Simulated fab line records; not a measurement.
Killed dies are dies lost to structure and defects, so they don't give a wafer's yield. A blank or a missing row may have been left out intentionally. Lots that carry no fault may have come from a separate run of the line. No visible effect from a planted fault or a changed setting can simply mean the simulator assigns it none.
fab line records ; flow sky130
[record] lots = 6; wafers = 18; last_day = 50
route steps=708 shown VT_ADJUST_LVTN@111 VT_ADJUST_NCORE@119 PAD_OPEN@708
lots with no fault: from the same line, run without faults
start_h: the number of hours between the record's first day and the start of the first shown wafer of the lot ; wait_h: hours from the lot's prior step to this one ; " unchanged from the row above ; L1.1+2: several wafers, shown together as one row ; - no value, or no start given ; * or withheld: withheld ; < > ~ a bound
route shown NAME@n: a module of which the file shows steps, and the number in the route of the first ; usual: mean/standard deviation taken from wafers without a fault ; same: alike in all rows ; chamber/n: place in a boat ; sites: per-site readings ; _std_site: standard deviation of those values ; _edge_site: mean of outer sites minus mean of inner sites ; radius_mm: for every site, how far away it sits from the centre of the wafer ; mask NAME#n: copy n ; behind: the tool/chamber that last shaped the wafer ; hold: what put the lot on hold/how long, in hours/how the hold closed ; device: the transistor (n, p or np) that didn't switch ; end of line: the route-end tests of the same wafers ; a step without rows: its recipe alone ; killed: dies lost to structure and defects at the first sort, not the wafer's yield ; map: dies across one wafer; x = killed, . = not, _ = none there
set.NAME: setting as actually run; set.NAME@STEP: the setting as run at that earlier step ; model.NAME: the simulator's own value behind a step, which no gauge read
certain route steps with their lots: each step a table, each wafer a row
services: when a tool's chamber went out of use (start_h, in hours from the record's first day, below 0 if earlier), for how many hours, and the reason
[[steps]]
[step SKY_VT_ADJUST_LVTN_SOFTBAKE_14]
[recipe] temp_c = 90; time_s = 60; resist = NOVOLAK
[step SKY_VT_ADJUST_LVTN_EXPOSE_15]
[recipe] mask_id = HVN_STD_DERIVED; na = 0.6; source_shape = conventional; sigma_outer = 0.6; polarization = unpolarized; target_cd_nm = 600; dose_mj = 163
[step SKY_VT_ADJUST_LVTN_PEB_16]
[recipe] temp_c = withheld; time_s = *; resist = NOVOLAK
[step SKY_VT_ADJUST_LVTN_DEVELOP_17]
[recipe] resist = NOVOLAK; developer = TMAH; develop_time_s = 60; dev_temp_c = 23
[step SKY_VT_ADJUST_LVTN_OVL_MEAS_18]
[usual] VT_ADJUST_LVTN_01_OVL = 1.2/1.4
lot.wafer;tool;chamber;start_h;wait_h;VT_ADJUST_LVTN_01_OVL[nm]
L354.1;overlay-02;-;196.75;0.1;1.3
L354.2;overlay-02;-;196.75;0.1;1.6
L354.3;overlay-02;-;196.75;0.1;1.5
L357.1;overlay-02;-;216.75;0.1;-0.9
L357.2;overlay-02;-;216.75;0.1;-0.9
L357.4;overlay-02;-;216.75;0.1;1.9
L362.1;overlay-01;-;250.40;0.1;0.2
L362.4;overlay-01;-;250.40;0.1;1.3
L362.5;overlay-01;-;250.40;0.1;0.3
L363.3;overlay-02;-;257.44;0.1;2.8
L363.4;overlay-02;-;257.44;0.1;1.5
L363.5;overlay-02;-;257.44;0.1;1.4
L365.2;overlay-01;-;269.36;0.1;2.1
L365.4;overlay-01;-;269.36;0.1;2.5
L365.6;overlay-01;-;269.36;0.1;1.1
L369.1;overlay-01;-;295.95;0.1;0.1
L369.3;overlay-01;-;295.95;0.1;0.4
L369.4;overlay-01;-;295.95;0.1;1.0
[step SKY_VT_ADJUST_LVTN_IMPLANT_19]
[recipe] species = B; energy_kev = 30; dose_cm2 = 6.5e+11; tilt_deg = withheld
[step SKY_VT_ADJUST_LVTN_STRIP_20]
[recipe] chemistry = O2/N2; power_w = 1400; pressure_mtorr = 1500; platen_temp_c = withheld; o2_flow_sccm = 3000; n2_flow_sccm = 300; overash_fraction = 0.5
[usual] drypump_motor_current_A = 5.5/0.36; o2_flow_sccm = 3000/8.4; oes_product_au = 0.715/0.0048; strip_time_to_endpoint_s = 14.19/0.043
lot.wafer;tool;chamber;start_h;wait_h;drypump_motor_current_A;o2_flow_sccm;oes_product_au;rf_hours_counter_h;strip_time_to_endpoint_s
L354.1;plasma_asher-01;1;196.94;0.1;4.9;2992;0.718;39;14.26
L354.2;plasma_asher-01;0;196.94;0.1;5.4;2987;0.721;39;14.24
L354.3;plasma_asher-01;1;196.94;0.1;4.9;3002;0.712;-;14.19
L357.1;plasma_asher-03;1;216.94;0.1;5.7;2995;0.718;10;14.13
L357.2;plasma_asher-03;0;216.94;0.1;5.6;3017;0.718;10;14.15
L357.4;plasma_asher-03;1;216.94;0.1;5.7;3001;0.716;-;14.12
L362.1;plasma_asher-02;1;250.59;0.1;5.3;3014;0.716;55;14.23
L362.4;plasma_asher-02;0;250.59;0.1;6.0;2995;0.719;-;14.21
L362.5;plasma_asher-02;0;250.59;0.1;6.0;2990;0.710;-;14.22
L363.3;plasma_asher-02;1;257.65;0.1;5.4;3009;0.712;-;14.20
L363.4;plasma_asher-02;0;257.65;0.1;6.1;3001;0.713;-;14.17
L363.5;plasma_asher-02;1;257.65;0.1;5.4;2995;0.720;-;14.18
L365.2;plasma_asher-02;1;269.54;0.1;5.4;2997;0.704;57;14.15
L365.4;plasma_asher-02;0;269.54;0.1;6.0;2999;0.723;-;14.20
L365.6;plasma_asher-02;0;269.54;0.1;6.0;3011;0.713;-;14.16
L369.1;plasma_asher-01;1;296.14;0.1;4.9;3017;0.715;49;14.29
L369.3;plasma_asher-01;0;296.14;0.1;5.4;3010;0.716;-;14.25
L369.4;plasma_asher-01;1;296.14;0.1;4.9;3025;0.723;-;14.28
[step SKY_VT_ADJUST_LVTN_TW_MEAS_21]
[usual] VT_ADJUST_LVTN_2_TW = 189.3/0.87
lot.wafer;tool;chamber;start_h;wait_h;VT_ADJUST_LVTN_2_TW
L354.1;film_metro-01;-;197.04;0.1;188.9
L354.2;film_metro-01;-;197.04;0.1;189.0
L354.3;film_metro-01;-;197.04;0.1;188.9
L357.1;film_metro-02;-;217.04;0.1;188.4
L357.2;film_metro-02;-;217.04;0.1;187.8
L357.4;film_metro-02;-;217.04;0.1;189.0
L362.1;film_metro-01;-;250.69;0.1;188.9
L362.4;film_metro-01;-;250.69;0.1;189.1
L362.5;film_metro-01;-;250.69;0.1;189.7
L363.3;film_metro-02;-;257.74;0.1;189.2
L363.4;film_metro-02;-;257.74;0.1;191.0
L363.5;film_metro-02;-;257.74;0.1;189.9
L365.2;film_metro-01;-;269.65;0.1;189.1
L365.4;film_metro-01;-;269.65;0.1;187.7
L365.6;film_metro-01;-;269.65;0.1;188.4
L369.1;film_metro-03;-;296.24;0.1;188.3
L369.3;film_metro-03;-;296.24;0.1;189.2
L369.4;film_metro-03;-;296.24;0.1;189.4
[step SKY_VT_ADJUST_NCORE_DEHYDRATE_00]
[recipe] temp_c = 200; time_s = 60
[step SKY_VT_ADJUST_NCORE_HMDS_01]
[recipe] prime_time_s = 60; prime_temp_c = 120
[step SKY_VT_ADJUST_NCORE_COAT_02]
[recipe] resist = NOVOLAK; spin_rpm = 3000; resist_thk_nm = 1140
[step SKY_VT_ADJUST_NCORE_SOFTBAKE_03]
[recipe] temp_c = 90; time_s = 60; resist = NOVOLAK
[step SKY_VT_ADJUST_NCORE_EXPOSE_04]
[recipe] mask_id = LVTN_COMPLEMENT_THIN; na = 0.6; source_shape = conventional; sigma_outer = 0.6; polarization = unpolarized; target_cd_nm = 380; dose_mj = 139
lot.wafer;tool;chamber;start_h;wait_h;mask;model.VT_ADJUST_NCORE.overlay_x_nm
L354.1+2+3;iline_stepper-02;0;207.68;-;LVTN_COMPLEMENT_THIN#0;1.196
L357.1+2+4;iline_stepper-01;0;228.38;-;LVTN_COMPLEMENT_THIN#0;0.7166
L362.1+4+5;iline_stepper-01;0;262.81;-;LVTN_COMPLEMENT_THIN#0;154.1
L363.3+4+5;iline_stepper-01;0;269.99;-;LVTN_COMPLEMENT_THIN#0;154.5
L365.2+4+6;iline_stepper-02;0;281.69;-;LVTN_COMPLEMENT_THIN#0;1.095
L369.1+3+4;iline_stepper-02;0;308.85;-;LVTN_COMPLEMENT_THIN#0;-0.08368
[step SKY_VT_ADJUST_NCORE_PEB_05]
[recipe] temp_c = withheld; time_s = *; resist = NOVOLAK
[step SKY_VT_ADJUST_NCORE_DEVELOP_06]
[recipe] resist = NOVOLAK; developer = TMAH; develop_time_s = 60; dev_temp_c = 23
[step SKY_VT_ADJUST_NCORE_CD_MEAS_07]
[recipe] target_cd_nm = 380
[usual] cd_nm = 379.6/2.8
lot.wafer;tool;chamber;start_h;wait_h;cd_nm
L354.1;cd_sem-01;-;218.46;0.1;381.3
L354.2;cd_sem-01;-;218.46;0.1;381.1
L354.3;cd_sem-01;-;218.46;0.1;378.1
L357.1;cd_sem-01;-;239.55;0.2;380.5
L357.2;cd_sem-01;-;239.55;0.2;380.8
L357.4;cd_sem-01;-;239.55;0.2;381.5
L362.1;cd_sem-01;-;274.96;0.1;380.7
L362.4;cd_sem-01;-;274.96;0.1;380.5
L362.5;cd_sem-01;-;274.96;0.1;380.0
L363.3;cd_sem-02;-;281.90;0.1;377.7
L363.4;cd_sem-02;-;281.90;0.1;379.9
L363.5;cd_sem-02;-;281.90;0.1;380.9
L365.2;cd_sem-01;-;294.07;0.1;384.4
L365.4;cd_sem-01;-;294.07;0.1;382.4
L365.6;cd_sem-01;-;294.07;0.1;382.2
L369.1;cd_sem-01;-;322.48;0.1;380.9
L369.3;cd_sem-01;-;322.48;0.1;382.9
L369.4;cd_sem-01;-;322.48;0.1;380.1
[step SKY_VT_ADJUST_NCORE_OVL_MEAS_08]
[usual] VT_ADJUST_NCORE_OVL = -0.2/1.4
lot.wafer;tool;chamber;start_h;wait_h;VT_ADJUST_NCORE_OVL[nm]
L354.1;overlay-01;-;218.58;0.1;-1.2
L354.2;overlay-01;-;218.58;0.1;1.1
L354.3;overlay-01;-;218.58;0.1;0.1
L357.1;overlay-01;-;239.67;0.1;-0.3
L357.2;overlay-01;-;239.67;0.1;-1.5
L357.4;overlay-01;-;239.67;0.1;1.4
L362.1;overlay-01;-;275.08;0.1;156.3
L362.4;overlay-01;-;275.08;0.1;154.6
L362.5;overlay-01;-;275.08;0.1;154.3
L363.3;overlay-02;-;282.00;0.1;156.1
L363.4;overlay-02;-;282.00;0.1;156.0
L363.5;overlay-02;-;282.00;0.1;155.0
L365.2;overlay-01;-;294.18;0.1;2.1
L365.4;overlay-01;-;294.18;0.1;0.3
L365.6;overlay-01;-;294.18;0.1;1.3
L369.1;overlay-02;-;322.60;0.1;0.7
L369.3;overlay-02;-;322.60;0.1;-1.2
L369.4;overlay-02;-;322.60;0.1;-1.4
[step SKY_VT_ADJUST_NCORE_IMPLANT_09]
[recipe] species = B; energy_kev = 10; dose_cm2 = 2.4e+12; tilt_deg = withheld
[step SKY_PAD_OPEN_PROBE_99]
[usual] killed_at_M0_to_M3 = 43/6.9; killed_at_M4_up = 3.1/1.8; killed_at_contacts = 24/5.1; killed_at_front_end = 15/4.8; killed_at_other = 0.3/0.48; killed_dies = 86/8.9; killed_on_rim = 18/3.8; killed_open = 47/6.8; killed_short = 39/6.3
[same] gross_dies = 492; killed_at_back_side = 0
lot.wafer;tool;chamber;start_h;wait_h;killed_at_M0_to_M3;killed_at_M4_up;killed_at_contacts;killed_at_front_end;killed_at_other;killed_dies;killed_on_rim;killed_open;killed_short;model.etest.sram_nfet_pass.drive_ua_um;model.etest.sram_nfet_pass.off_log10_a_um;model.etest.sram_nfet_pass.vt_sat_v;model.etest.sram_nfet_pass.vt_v
L354.1;prober-02;-;1108.07;0.1;40;5;23;11;2;81;11;35;46;496.7;-12.55;0.5392;0.6389
L354.2;prober-02;-;1108.12;0.1;41;6;22;14;0;83;15;44;39;493.2;-12.65;0.559;0.6575
L354.3;prober-02;-;1108.17;0.2;46;3;18;10;0;77;20;39;38;487.9;-12.87;0.5698;0.6706
L357.1;prober-01;-;1127.28;0.1;35;4;26;14;0;79;16;40;38;512.8;-12.41;0.5568;0.6565
L357.2;prober-01;-;1127.33;0.1;50;2;25;13;0;90;22;52;37;484.8;-13.07;0.6086;0.7067
L357.4;prober-01;-;1127.43;0.2;52;2;28;6;0;88;16;47;41;493;-12.65;0.5736;0.6712
L362.1;prober-01;-;1154.33;0.1;58;4;20;16;0;98;26;55;43;535.3;-12.28;0.5211;0.6318
L362.4;prober-01;-;1154.48;0.2;43;6;24;15;1;89;15;50;39;549.5;-12.14;0.5071;0.6199
L362.5;prober-01;-;1154.53;0.2;44;2;26;13;1;86;23;46;40;566;-11.99;0.4884;0.6046
L363.3;prober-01;-;1163.85;0.2;48;4;20;10;0;82;18;41;41;509.1;-12.62;0.5536;0.664
L363.4;prober-01;-;1163.90;0.2;40;5;32;14;0;91;14;57;33;534.2;-12.3;0.5249;0.6321
L363.5;prober-01;-;1163.95;0.2;32;1;25;27;0;85;22;51;33;525.3;-12.39;0.5419;0.6489
L365.2;prober-02;-;1169.10;0.1;58;4;27;13;0;102;28;57;45;491.2;-12.67;0.5709;0.6725
L365.4;prober-02;-;1169.20;0.2;43;5;16;15;0;79;14;42;37;471.6;-12.78;0.576;0.6732
L365.6;prober-02;-;1169.30;0.2;33;3;32;27;0;95;19;52;43;484.4;-12.9;0.5703;0.6706
L369.1;prober-02;-;1189.02;0.1;47;3;20;18;0;88;16;42;46;483.1;-12.42;0.5507;0.6487
L369.3;prober-02;-;1189.12;0.2;58;5;24;13;0;100;20;60;39;482.9;-12.71;0.563;0.6619
L369.4;prober-02;-;1189.17;0.2;42;1;20;18;0;81;15;44;37;481.4;-12.5;0.5494;0.6412
// killed by level:class
L354.1 CONTACT:geometric_particle:open=8 METAL2:geometric_particle:short=7 VIA1:geometric_particle:open=7 METAL1:geometric_particle:short=6 VIA2:geometric_particle:open=6 METAL4:geometric_particle:short=5 LI_CONTACT:geometric_particle:open=5 FIELD_ISO:geometric_particle:short=4
L354.2 VIA1:geometric_particle:open=10 CONTACT:geometric_particle:open=6 METAL2:geometric_particle:short=6 VIA2:geometric_particle:open=6 FIELD_ISO:geometric_particle:open=5 LI_CONTACT:geometric_particle:short=5 LI_CONTACT:geometric_particle:open=5 LOCAL_INTERCONNECT:geometric_particle:short=4
L354.3 VIA1:geometric_particle:open=11 METAL1:geometric_particle:short=7 VIA1:geometric_particle:short=6 CONTACT:geometric_particle:open=5 FIELD_ISO:geometric_particle:open=5 LI_CONTACT:geometric_particle:open=5 CONTACT:geometric_particle:short=5 VIA3:geometric_particle:short=4
L357.1 VIA1:geometric_particle:open=12 CONTACT:geometric_particle:open=9 METAL1:geometric_particle:short=7 FIELD_ISO:geometric_particle:open=6 LI_CONTACT:geometric_particle:short=5 LOCAL_INTERCONNECT:geometric_particle:short=4 CONTACT:geometric_particle:short=4 FIELD_ISO:geometric_particle:short=3
L357.2 VIA1:geometric_particle:open=21 LI_CONTACT:geometric_particle:open=8 VIA1:geometric_particle:short=7 VIA3:geometric_particle:open=6 CONTACT:geometric_particle:open=6 CONTACT:geometric_particle:short=6 POLY_GATE:geometric_particle:short=3 METAL1:geometric_particle:short=3
L357.4 VIA1:geometric_particle:open=13 VIA1:geometric_particle:short=9 LI_CONTACT:geometric_particle:open=8 METAL1:geometric_particle:short=7 CONTACT:geometric_particle:open=6 VIA2:geometric_particle:open=6 VIA3:geometric_particle:open=6 CONTACT:geometric_particle:short=5
L362.1 VIA1:geometric_particle:open=16 LI_CONTACT:geometric_particle:open=11 VIA1:geometric_particle:short=7 FIELD_ISO:geometric_particle:short=6 METAL2:geometric_particle:short=6 VIA2:geometric_particle:open=6 VIA3:geometric_particle:open=6 CONTACT:geometric_particle:open=5
L362.4 VIA1:geometric_particle:open=14 CONTACT:geometric_particle:open=10 FIELD_ISO:geometric_particle:short=7 VIA2:geometric_particle:open=7 LI_CONTACT:geometric_particle:open=6 VIA3:geometric_particle:open=6 METAL4:geometric_particle:short=6 POLY_GATE:geometric_particle:short=5
L362.5 CONTACT:geometric_particle:open=11 VIA1:geometric_particle:short=7 VIA2:geometric_particle:open=6 LI_CONTACT:geometric_particle:open=6 VIA1:geometric_particle:open=6 METAL2:geometric_particle:short=6 VIA3:geometric_particle:open=5 POLY_GATE:geometric_particle:open=4
L363.3 METAL2:geometric_particle:short=12 VIA3:geometric_particle:open=9 VIA1:geometric_particle:open=8 CONTACT:geometric_particle:open=6 LI_CONTACT:geometric_particle:open=6 CONTACT:geometric_particle:short=5 VIA1:geometric_particle:short=5 FIELD_ISO:geometric_particle:open=4
L363.4 CONTACT:geometric_particle:open=17 VIA3:geometric_particle:open=7 LI_CONTACT:geometric_particle:open=7 VIA1:geometric_particle:open=6 METAL2:geometric_particle:short=6 FIELD_ISO:geometric_particle:short=4 FIELD_ISO:geometric_particle:open=4 VIA2:geometric_particle:open=4
L363.5 FIELD_ISO:geometric_particle:short=11 CONTACT:geometric_particle:open=11 VIA2:geometric_particle:open=7 VIA1:geometric_particle:open=6 VIA3:geometric_particle:open=6 POLY_GATE:geometric_particle:open=5 CONTACT:geometric_particle:short=5 LI_CONTACT:geometric_particle:open=5
L365.2 VIA1:geometric_particle:open=16 CONTACT:geometric_particle:open=9 METAL3:geometric_particle:short=8 METAL1:geometric_particle:short=7 VIA2:geometric_particle:open=7 METAL2:geometric_particle:short=6 VIA3:geometric_particle:open=5 LI_CONTACT:geometric_particle:open=5
L365.4 VIA3:geometric_particle:open=8 VIA2:geometric_particle:open=7 CONTACT:geometric_particle:open=6 LI_CONTACT:geometric_particle:open=5 VIA1:geometric_particle:open=5 POLY_GATE:geometric_particle:open=4 VIA2:geometric_particle:short=4 POLY_GATE:geometric_particle:short=4
L365.6 VIA2:geometric_particle:open=11 LI_CONTACT:geometric_particle:open=9 CONTACT:geometric_particle:short=9 POLY_GATE:geometric_particle:open=7 CONTACT:geometric_particle:open=6 FIELD_ISO:geometric_particle:open=5 POLY_GATE:geometric_particle:short=5 LOCAL_INTERCONNECT:geometric_particle:short=5
L369.1 VIA1:geometric_particle:open=8 CONTACT:geometric_particle:open=8 FIELD_ISO:geometric_particle:short=7 VIA2:geometric_particle:open=6 METAL1:geometric_particle:short=6 VIA3:geometric_particle:open=6 VIA1:geometric_particle:short=5 FIELD_ISO:geometric_particle:open=4
L369.3 VIA1:geometric_particle:open=15 CONTACT:geometric_particle:open=12 METAL1:geometric_particle:short=10 VIA3:geometric_particle:open=6 LI_CONTACT:geometric_particle:open=5 METAL2:geometric_particle:short=5 VIA2:geometric_particle:open=5 FIELD_ISO:geometric_particle:open=4
L369.4 VIA1:geometric_particle:open=11 LOCAL_INTERCONNECT:geometric_particle:short=7 VIA2:geometric_particle:open=7 VIA3:geometric_particle:open=5 LI_CONTACT:geometric_particle:open=5 FIELD_ISO:geometric_particle:short=4 POLY_GATE:geometric_particle:short=4 CONTACT:geometric_particle:open=4
[[services]]
tool;chamber;start_h;hours;kind
iline_stepper-01;0;201.52;-;calibration
iline_stepper-01;-;283.40;4.1;repair
[[key]]
[first_sign] step = SKY_VT_ADJUST_NCORE_OVL_MEAS_08; reading = VT_ADJUST_NCORE_OVL; direction = up; sigmas = 99+; usual = -0.2; struck = 155.4
effect none on later readings
[model_effect] step = SKY_VT_ADJUST_NCORE_EXPOSE_04; value = VT_ADJUST_NCORE.overlay_x_nm; without = 0.1508; struck = 154.3
[model_effect] step = SKY_PAD_OPEN_PROBE_99; value = etest.sram_nfet_pass.drive_ua_um; without = 495.5; struck = 536.6
met_at SKY_VT_ADJUST_NCORE_EXPOSE_04
struck_wafers L362.1,L362.4,L362.5,L363.3,L363.4,L363.5
tester_left_out L362,L363
onset_between 228.38 262.81
[fault] kind = scanner_matching_overlay; tool = iline_stepper-01; chamber = -; onset_h = 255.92; steps = SKY_VT_ADJUST_NCORE_EXPOSE_04; offset = 154.14
// tester_left_out: of these lots the tester's yield and bins aren't shown, on N5 and GAA mostly nor the transistor test; their killed dies are dies lost to structure and defects alone, not to doping, threshold or leakage, so they don't give the yield
